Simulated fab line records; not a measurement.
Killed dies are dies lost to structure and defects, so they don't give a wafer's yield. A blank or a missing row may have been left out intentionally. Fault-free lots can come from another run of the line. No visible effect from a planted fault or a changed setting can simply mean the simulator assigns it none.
Problem report, 8D (eight disciplines) form, completed by code | flow gf180mcu | the parts of the form that need people (team, actions taken, sign-off) are left out

## 1. THE PROBLEM
Wafers free of any fault read 45.90 ohm/sq (standard deviation 0.095) for NSD_RS at GF_PSD_RS_MEAS_14, against a mean of 40.28 ohm/sq on 6 wafers of 2 lots. That is -59 standard deviations from the usual mean.
The step: measures by four-point-probe.
Earliest sighting: wafer L652.1 on film metro-01 at day 17 18:08. The record holds 39 wafers of 13 lots with a number at this step. Rule for "out", or "out of limits": more than 4 standard deviations from the usual mean. Any other wafer with a number is counted as sound.

## 2. WHAT IT IS, AND WHAT IT ISN'T
question                    | is                     | is not
which readings at this step | NSD_RS                 | -
which lots                  | L652, L653             | L642, L643, L644, L647, L648, L649, L651, L660, L661, L662, L663
which wafers of those lots  | all that have a number | -
read on which gauges        | film metro-01          | film metro-02, film metro-03
when                        | from day 17 18:08      | up to then (21 sound wafers); but 12 sound wafers of L660, L661, L662, L663 came after

## 3. WHAT RULES OUT EACH SUSPECT
Counting: a tool at any process step up to the reading remains a suspect when it ran all the lots that are out and ran no sound lot after the first of those.
- the gauge at GF_PSD_RS_MEAS_14 has been ruled out. All the wafers that are out were read on film metro-01, but those of them that GF_PSD_RTA_13 has rows for are out there too, on other tools.
- rtp anneal-01 at GF_PSD_RTA_13 (time 20 s): ruled out as a lasting fault. Following L652 (day 17 18:04), the first lot on it that is out, the sound lots L660, L661, L662, L663 were run on it.
Left after counting: nothing in the record.

## 4. THE CAUSE (what the simulator had put in)
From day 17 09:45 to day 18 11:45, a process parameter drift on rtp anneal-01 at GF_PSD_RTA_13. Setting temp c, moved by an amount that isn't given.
It was ruled out by counting, in error; the rule expects a fault to strike all lots run on its tool from its start on, and this fault did not.

## 5. THE CHAIN OF EFFECTS, in route order
Each row: a reading where the mean over the struck wafers with a number is more than 3 standard deviations away from the usual. Readings are gone through only where the record gives a usual standard deviation; hours: the median, over the lots, of the time from a lot's start at the first step in this table giving one to that lot's start at this step; sigmas: the change measured in usual standard deviations.
hours | step              | reading          | usual         | on struck wafers | change | sigmas
0     | GF_PSD_RTA_13     | lamp power pct   | 34.49 %       | 38.38            | +3.89  | +19
0     | GF_PSD_RTA_13     | wafer_temp_C_max | 1028.3        | 1068.0           | +39.7  | +48
0     | GF_PSD_RS_MEAS_14 | NSD_RS           | 45.90 ohm/sq  | 40.28            | -5.62  | -59
0     | GF_PSD_RS_MEAS_15 | PSD_RS           | 108.63 ohm/sq | 92.38            | -16.25 | -56
It contains these process steps:
- GF_PSD_RTA_13: time 20 s.

## 6. HOW IT WOULD HAVE BEEN CAUGHT EARLIER
Counted from the fault's start at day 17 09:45, it took 8 hours until the first out-of-limits reading at a measuring or inspecting step in this record, taken at day 17 18:08.
At GF_PSD_RTA_13, the tool's own readings (lamp power pct, wafer_temp_C_max) were out on each struck wafer the step has a row for, so an alarm limit on them would have fired on the first such wafer.
